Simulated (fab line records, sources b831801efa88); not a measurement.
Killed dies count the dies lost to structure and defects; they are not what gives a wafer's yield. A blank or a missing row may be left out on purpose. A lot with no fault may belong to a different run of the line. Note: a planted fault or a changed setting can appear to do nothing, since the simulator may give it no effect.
A lot that was struck, set against a sound lot    flow sky130    24 out of 708 route steps
Sound: the wafers L116.1, L116.2, L116.5. Wafers struck: L118.1, L118.3, L118.5. The cause comes at the end.
Per side, at each step with rows, come the tool, then ch with its chambers, and then its first start. Under that, the readings that differ: sound wafers    struck wafers    difference of the means    sigmas: that difference in standard deviations of wafers without a fault.
alike: words and numbers the same on both sides, and readings whose means are apart by under 2 such deviations; not compared: readings that were withheld, readings missing a value for some wafer, numbers with overlapping values and no deviation given by the record, and bounds like >300 which may hide the same value.
Wherever a step has rows on one side only, a row that says differs or no value, or a row with sigmas, the two part there. Numbers that have no deviation but don't overlap get no sigmas and don't part them. A reading that every wafer of one side lacks parts them only if that side has two wafers or more.

SKY_VIA1_RS_MEAS_22: a four-point-probe measurement.
  sound: filmMetro-02 at day 37 17:26; struck: filmMetro-02 at day 38 18:25
  alike: VIA1_W_RS
SKY_VIA1_THK_MEAS_23: measures by xrf.
  sound: filmMetro-02 at day 37 17:34; struck: filmMetro-02 at day 38 18:32
  alike: VIA1_W_THK
SKY_VIA1_CMP_24: polishes, stops on SiO2, t overpolish 15 s, target thk 0 nm.
  sound on cmp-01 ch 0,2,3, day 37 17:37; struck on cmp-02 ch 1,2,3, day 38 18:38
  alike: motorCurrentA, overpolishRunS, slurryFilterDpKPa, timeToEndpointS
SKY_METAL2_SPUTTER_00: material Ti, target thk 15 nm, time 10 s.
  sound: pvdSputter-04 at day 37 17:55; struck: pvdSputter-02 at day 38 18:53
  alike: throttleValvePct
then, 1 step without rows for these wafers: SKY_METAL2_SPUTTER_01 (material TiN, target thk 20 nm, time 16.7 s).
SKY_METAL2_SPUTTER_02: material AlCu, target thk 250 nm, time 13.3 s.
  sound: pvdSputter-04 at day 37 17:58; struck: pvdSputter-02 at day 38 18:56
  alike: throttleValvePct
then, 2 steps without rows for these wafers: SKY_METAL2_SPUTTER_03 (material Ti, target thk 5 nm, time 3.3 s); SKY_METAL2_SPUTTER_04 (material TiN, target thk 70 nm, time 58.3 s).
SKY_METAL2_RS_MEAS_05: a four-point-probe measurement.
  sound: filmMetro-01 at day 37 18:04; struck: filmMetro-01 at day 38 19:02
  alike: METAL2_ALCU_RS
SKY_METAL2_THK_MEAS_06: measures by xrf.
  sound: filmMetro-01 at day 37 18:11; struck: filmMetro-01 at day 38 19:09
  alike: METAL2_ALCU_THK
then, 2 steps without rows for these wafers: SKY_METAL2_DEHYDRATE_07 (time 60 s); SKY_METAL2_HMDS_08 (prime time 60 s).
SKY_METAL2_COAT_09: resist thk 60 nm.
  sound on lithoTrack-04 ch 0, day 38 07:10; struck on lithoTrack-04 ch 0, day 39 07:22
reading             sound                 struck                difference  sigmas
spinSpeedRpm (rpm)  2995.0 2999.1 2998.3  3106.7 3104.8 3108.2  +109.1      +55
then, 5 steps without rows for these wafers: SKY_METAL2_COAT_10 (resist thk 450 nm); SKY_METAL2_SOFTBAKE_11 (time 90 s); SKY_METAL2_EXPOSE_12 (exposes mask MM2, target cd 140 nm); SKY_METAL2_PEB_13; SKY_METAL2_DEVELOP_14 (develop time 60 s).
SKY_METAL2_CD_MEAS_15: target cd 140 nm.
  sound: cdSem-01 at day 38 19:49; struck: cdSem-02 at day 39 19:46
  alike: cdNm
SKY_METAL2_OVL_MEAS_16:
  sound: overlay-01 at day 38 19:56; struck: overlay-01 at day 39 19:53
  alike: METAL2_OVL
SKY_METAL2_DESCUM_17: chemistry O2, time 8 s.
  sound on rieMetal-02 ch 0,1, day 38 19:59; struck on rieMetal-02 ch 1, day 39 19:55
  alike: drypumpMotorCurrentA, oesProductAu, tempC
  not compared: rfHoursCounterH
SKY_METAL2_ETCH_18: etches BARC in N2/H2, stops on SiO2, time 45.9 s, target depth 60 nm.
  sound on rieMetal-02 ch 0,1, day 38 20:01; struck on rieMetal-02 ch 1, day 39 19:58
reading                  sound              struck             difference  sigmas
oesProductAu (a.u.)      0.850 0.855 0.856  0.843 0.843 0.843  -0.011      -2
model.etch.depthNm (nm)  59.87 59.9 59.84   58.83 58.76 58.65  -1.12       
  alike: drypumpMotorCurrentA, throttleValvePct
  not compared: rfHoursCounterH
SKY_METAL2_METAL_ETCH_19: etches the open film in Cl2/BCl3, stops on SiO2, target depth 360 nm, time 78 s.
  sound on rieMetal-02 ch 0,1, day 38 20:04; struck on rieMetal-02 ch 1, day 39 20:02
  alike: bcl3FlowSccm, drypumpMotorCurrentA, mfcCl2Sccm, oesProductAu, throttleValvePct
  not compared: rfHoursCounterH
-- the record jumps here: 10 days lie between the struck wafers' starts before and after (it left off in module METAL2 and takes up again in module PAD_OPEN, whose first step shown is number 708 of the route) --
SKY_PAD_OPEN_PROBE_99:
  sound: prober-01 at day 48 14:31; struck: prober-01 at day 49 10:05
reading          sound  struck  difference  sigmas
killed_at_M4_up  6 3 8  3 1 2   -4          -2
  alike: defectLimitedYield, killed_at_M0_to_M3, killedAtContacts, killedAtFrontEnd, killedAtOther, killedDies, killedOpen, killedShort, sort_bin_3_pad_short, sort_bin_5_function, sort_bin_6_memory, sortNPass, sortYieldPct

WHERE THEY PART
Earliest at SKY_METAL2_COAT_09; latest, in this record, at SKY_PAD_OPEN_PROBE_99.

WHY: what had been put in by the simulator
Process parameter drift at SKY_METAL2_COAT_09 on lithoTrack-04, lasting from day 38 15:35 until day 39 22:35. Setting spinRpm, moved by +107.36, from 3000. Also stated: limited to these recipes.
